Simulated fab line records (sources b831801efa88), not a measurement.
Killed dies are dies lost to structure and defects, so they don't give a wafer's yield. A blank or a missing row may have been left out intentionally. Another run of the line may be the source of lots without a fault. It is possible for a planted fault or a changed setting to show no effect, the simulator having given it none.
The tool behind it: which one? :: flow sky130 :: 10 lots, 30 wafers sampled, at 1 step of a route of 708

== WHAT EACH GAUGE READ, for each wafer ==
SKY_FIELD_ISO_BOW_MEAS_00.
lot: L964
measured: day 1 10:00
on: film-metro-04
INCOMING_BOW (um): -11 9 8

lot: L968
measured: day 2 06:00
on: film-metro-01
INCOMING_BOW (um): 0 7 -16

lot: L971
measured: day 2 21:00
on: film-metro-01
INCOMING_BOW (um): 16 -1 0

lot: L972
measured: day 3 02:00
on: film-metro-01
INCOMING_BOW (um): -2 0 -1

lot: L973
measured: day 3 07:00
on: film-metro-02
INCOMING_BOW (um): 5 10 -5

lot: L980
measured: day 4 18:02
on: film-metro-02
INCOMING_BOW (um): 11 -8 -4

lot: L982
measured: day 5 04:01
on: film-metro-04
INCOMING_BOW (um): 5 2 -6

lot: L983
measured: day 5 09:01
on: film-metro-02
INCOMING_BOW (um): -9 5 -5

lot: L985
measured: day 5 19:00
on: film-metro-02
INCOMING_BOW (um): 1 0 8

lot: L986
measured: day 6 00:00
on: film-metro-01
INCOMING_BOW (um): -2 -3 5

== EACH LOT AND THE TOOL THAT RAN IT (in order: tool; ch and the chambers of the sampled wafers; start) ==
The record shows no process step preceding these readings.

== WHAT THE TOOLS THEMSELVES READ (means of the sampled wafers that have a number; where no wafer has one, the mark that the record gives instead) ==
The record holds no such reading with a usual standard deviation.

== THE ANSWER, worked out from the rows above alone ==
Rule: the usual values come from the lots themselves. Put in order of their means at a reading, lots are off if they are a third of the lots or fewer, leave a main group of 4 or more, and stand apart from it by a gap of 3 or more times the standard deviation of the main group's means; of several such gaps the widest counts. A main group is skipped when, at the precision printed for the reading in the tables above, its means are all equal. A lot without any number at a reading at which 4 lots or more have one is off too. All remaining lots with rows at the step are treated as sound. First the gauges in route order, then the tools' own readings, where a lot's mean is used as printed above. At the first step where some lot is off, the reading lying furthest off is the one used; lots without a number count as furthest.
No lot is off on any of the readings shown, so nothing can be concluded from this.

== WHAT THE SIMULATOR HAD INSERTED ==
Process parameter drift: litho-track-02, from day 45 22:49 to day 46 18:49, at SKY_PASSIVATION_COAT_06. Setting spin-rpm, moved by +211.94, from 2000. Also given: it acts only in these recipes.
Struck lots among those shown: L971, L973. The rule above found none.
